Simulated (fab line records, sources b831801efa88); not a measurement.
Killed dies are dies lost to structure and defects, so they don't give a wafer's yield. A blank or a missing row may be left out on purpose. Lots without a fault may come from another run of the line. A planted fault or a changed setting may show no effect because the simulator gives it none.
Which tool did it? | flow sky130 | 12 lots, 36 wafers sampled, at 2 steps of a route of 708

WHAT THE GAUGES READ, wafer by wafer
SKY_VIA3_CD_MEAS_12: target cd 200 nm.
lot  | measured     | on        | cd_nm (nm)
L075 | day 41 05:44 | cd_sem-01 | 197.7 198.3 198.3
L077 | day 42 01:34 | cd_sem-01 | 200.7 200.9 200.7
L079 | day 42 08:53 | cd_sem-01 | 197.2 199.7 199.2
L081 | day 43 07:00 | cd_sem-01 | 200.7 200.1 200.9
L083 | day 43 11:22 | cd_sem-01 | 199.4 197.4 198.6
L085 | day 44 06:16 | cd_sem-01 | 201.1 199.9 201.7
L087 | day 44 15:44 | cd_sem-01 | 198.0 197.8 196.8
L089 | day 45 06:02 | cd_sem-01 | 198.9 198.5 199.2
L091 | day 45 13:56 | cd_sem-01 | 200.5 201.1 200.8
L093 | day 46 05:38 | cd_sem-01 | 198.7 200.8 198.5
L095 | day 46 21:14 | cd_sem-01 | 200.5 200.2 201.4
L097 | day 47 05:28 | cd_sem-01 | 199.5 198.9 199.6

WHICH TOOL RAN EACH LOT (tool, then ch and the chambers of the sampled wafers, then the start)
lot  | SKY_METAL2_SPUTTER_03
L075 | pvd_sputter-02, day 35 12:55
L077 | pvd_sputter-04, day 36 12:08
L079 | pvd_sputter-02, day 36 18:41
L081 | pvd_sputter-02, day 37 19:27
L083 | pvd_sputter-04, day 38 00:38
L085 | pvd_sputter-02, day 38 23:10
L087 | pvd_sputter-04, day 39 07:34
L089 | pvd_sputter-04, day 39 23:10
L091 | pvd_sputter-04, day 40 09:10
L093 | pvd_sputter-04, day 40 23:52
L095 | pvd_sputter-01, day 41 16:46
L097 | pvd_sputter-01, day 42 03:33
- SKY_METAL2_SPUTTER_03: material Ti, target thk 5 nm, time 3.3 s.

THE ANSWER, worked out from the rows above alone
Rule: what is usual is taken from the lots themselves. Put in order of their means at a reading, lots are off if they are a third of the lots or fewer, leave a main group of 4 or more, and stand apart from it by a gap of 3 or more times the standard deviation of the main group's means; of several such gaps the widest counts. A main group whose means are all the same, to the digits that the tables above print for the reading, isn't used. A lot without any number at a reading at which 4 lots or more have one is off too. The other lots that the step has rows for count as sound.
No lot is off at any reading shown: from this, nothing can be told.

WHAT THE SIMULATOR HAD PUT IN
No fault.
